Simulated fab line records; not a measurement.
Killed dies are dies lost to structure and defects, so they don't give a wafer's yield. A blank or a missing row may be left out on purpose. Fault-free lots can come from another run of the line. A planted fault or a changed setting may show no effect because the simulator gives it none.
Which tool was responsible? / flow sky130 / 11 lots with 33 wafers sampled at 3 steps, on a route of 708 steps

WHAT THE GAUGES SHOWED, per wafer
SKY_CAPM_RS_MEAS_03: uses a four-point probe to measure.
lot=L644; measured=day 37 03:29; on=filmMetro-03; CAPM_TIN_RS (ohm/sq)=6.84 6.91 6.91
lot=L645; measured=day 37 15:32; on=filmMetro-03; CAPM_TIN_RS (ohm/sq)=6.93 6.98 6.87
lot=L646; measured=day 37 22:41; on=filmMetro-04; CAPM_TIN_RS (ohm/sq)=6.88 6.90 6.85
lot=L649; measured=day 39 01:47; on=filmMetro-04; CAPM_TIN_RS (ohm/sq)=7.00 7.00 7.06
lot=L658; measured=day 41 09:00; on=filmMetro-04; CAPM_TIN_RS (ohm/sq)=6.82 6.87 6.83
lot=L657; measured=day 41 12:44; on=filmMetro-04; CAPM_TIN_RS (ohm/sq)=6.89 6.86 6.88
lot=L659; measured=day 41 16:22; on=filmMetro-02; CAPM_TIN_RS (ohm/sq)=6.70 6.80 6.82
lot=L660; measured=day 41 22:21; on=filmMetro-02; CAPM_TIN_RS (ohm/sq)=6.97 7.04 6.92
lot=L661; measured=day 42 06:17; on=filmMetro-04; CAPM_TIN_RS (ohm/sq)=6.86 6.90 6.85
lot=L662; measured=day 42 15:14; on=filmMetro-04; CAPM_TIN_RS (ohm/sq)=6.84 6.82 6.75
lot=L663; measured=day 42 21:44; on=filmMetro-03; CAPM_TIN_RS (ohm/sq)=6.83 6.90 6.85

EACH LOT AND THE TOOL THAT RAN IT (in order: tool; ch and the chambers of the sampled wafers; start)
lot=L644; SKY_VIA2_ETCH_14=rieDiel-02 ch 1,2,3, day 37 01:44; SKY_METAL3_SPUTTER_00=pvdSputter-03, day 37 03:09
lot=L645; SKY_VIA2_ETCH_14=rieDiel-02 ch 0,3, day 37 13:47; SKY_METAL3_SPUTTER_00=pvdSputter-04, day 37 15:11
lot=L646; SKY_VIA2_ETCH_14=rieDiel-02 ch 1,3, day 37 20:55; SKY_METAL3_SPUTTER_00=pvdSputter-03, day 37 22:17
lot=L649; SKY_VIA2_ETCH_14=rieDiel-04 ch 0,1,2, day 38 23:49; SKY_METAL3_SPUTTER_00=pvdSputter-04, day 39 01:26
lot=L658; SKY_VIA2_ETCH_14=rieDiel-02 ch 2,3, day 41 06:55; SKY_METAL3_SPUTTER_00=pvdSputter-03, day 41 08:38
lot=L657; SKY_VIA2_ETCH_14=rieDiel-02 ch 0,3, day 41 10:58; SKY_METAL3_SPUTTER_00=pvdSputter-04, day 41 12:23
lot=L659; SKY_VIA2_ETCH_14=rieDiel-03 ch 2,3, day 41 14:28; SKY_METAL3_SPUTTER_00=pvdSputter-03, day 41 16:01
lot=L660; SKY_VIA2_ETCH_14=rieDiel-04 ch 0,1, day 41 20:37; SKY_METAL3_SPUTTER_00=pvdSputter-03, day 41 21:59
lot=L661; SKY_VIA2_ETCH_14=rieDiel-03 ch 1,2,3, day 42 04:34; SKY_METAL3_SPUTTER_00=pvdSputter-04, day 42 05:56
lot=L662; SKY_VIA2_ETCH_14=rieDiel-02 ch 0,3, day 42 13:31; SKY_METAL3_SPUTTER_00=pvdSputter-04, day 42 14:54
lot=L663; SKY_VIA2_ETCH_14=rieDiel-04 ch 0,2,3, day 42 19:59; SKY_METAL3_SPUTTER_00=pvdSputter-04, day 42 21:23
- SKY_VIA2_ETCH_14: etches BARC in N2/H2, stops on SiO2, time 45.9 s, target depth 60 nm.
- SKY_METAL3_SPUTTER_00: material Ti, target thk 15 nm, time 10 s.

AS READ BY THE TOOLS THEMSELVES (means over the sampled wafers that have a number; for cases with no such wafer, the mark the record gives instead)
SKY_VIA2_ETCH_14.
lot=L644; tool=rieDiel-02; drypumpMotorCurrentA (A)=5.9; oesProductAu (a.u.)=0.863; throttleValvePct (%)=13.224
lot=L645; tool=rieDiel-02; drypumpMotorCurrentA (A)=6.0; oesProductAu (a.u.)=0.855; throttleValvePct (%)=13.239
lot=L646; tool=rieDiel-02; drypumpMotorCurrentA (A)=5.6; oesProductAu (a.u.)=0.855; throttleValvePct (%)=13.227
lot=L649; tool=rieDiel-04; drypumpMotorCurrentA (A)=6.1; oesProductAu (a.u.)=0.860; throttleValvePct (%)=13.219
lot=L658; tool=rieDiel-02; drypumpMotorCurrentA (A)=6.2; oesProductAu (a.u.)=0.855; throttleValvePct (%)=13.231
lot=L657; tool=rieDiel-02; drypumpMotorCurrentA (A)=6.0; oesProductAu (a.u.)=0.850; throttleValvePct (%)=13.222
lot=L659; tool=rieDiel-03; drypumpMotorCurrentA (A)=6.1; oesProductAu (a.u.)=0.854; throttleValvePct (%)=13.221
lot=L660; tool=rieDiel-04; drypumpMotorCurrentA (A)=6.2; oesProductAu (a.u.)=0.850; throttleValvePct (%)=13.229
lot=L661; tool=rieDiel-03; drypumpMotorCurrentA (A)=5.9; oesProductAu (a.u.)=0.858; throttleValvePct (%)=13.224
lot=L662; tool=rieDiel-02; drypumpMotorCurrentA (A)=6.0; oesProductAu (a.u.)=0.855; throttleValvePct (%)=13.218
lot=L663; tool=rieDiel-04; drypumpMotorCurrentA (A)=6.0; oesProductAu (a.u.)=0.854; throttleValvePct (%)=13.228

SKY_METAL3_SPUTTER_00.
lot=L644; tool=pvdSputter-03; throttleValvePct (%)=30.7
lot=L645; tool=pvdSputter-04; throttleValvePct (%)=31.3
lot=L646; tool=pvdSputter-03; throttleValvePct (%)=28.3
lot=L649; tool=pvdSputter-04; throttleValvePct (%)=30.5
lot=L658; tool=pvdSputter-03; throttleValvePct (%)=29.7
lot=L657; tool=pvdSputter-04; throttleValvePct (%)=30.2
lot=L659; tool=pvdSputter-03; throttleValvePct (%)=28.3
lot=L660; tool=pvdSputter-03; throttleValvePct (%)=29.6
lot=L661; tool=pvdSputter-04; throttleValvePct (%)=31.0
lot=L662; tool=pvdSputter-04; throttleValvePct (%)=30.7
lot=L663; tool=pvdSputter-04; throttleValvePct (%)=30.2

THE ANSWER, worked out from the rows above alone
Rule: the lots themselves supply what counts as usual. The widest of any qualifying gaps counts: lots, ordered by their means at a reading, are off when they make up no more than a third of the lots, leave a main group of 4 or more, and stand apart from it by 3 or more times the standard deviation of that group's means. The tables above print the reading to a certain number of digits; a main group whose means all agree to those digits is not used. A lot without any number at a reading at which 4 lots or more have one is off too. All remaining lots with rows at the step are treated as sound. The gauges are gone through in route order, then the tools' own readings, and for those a lot's mean is taken as printed above. At the first step where some lot is off, the reading lying furthest off is the one used; lots without a number count as furthest.
No lot is off at any reading shown: from this, nothing can be told.

WHAT THE SIMULATOR PUT IN
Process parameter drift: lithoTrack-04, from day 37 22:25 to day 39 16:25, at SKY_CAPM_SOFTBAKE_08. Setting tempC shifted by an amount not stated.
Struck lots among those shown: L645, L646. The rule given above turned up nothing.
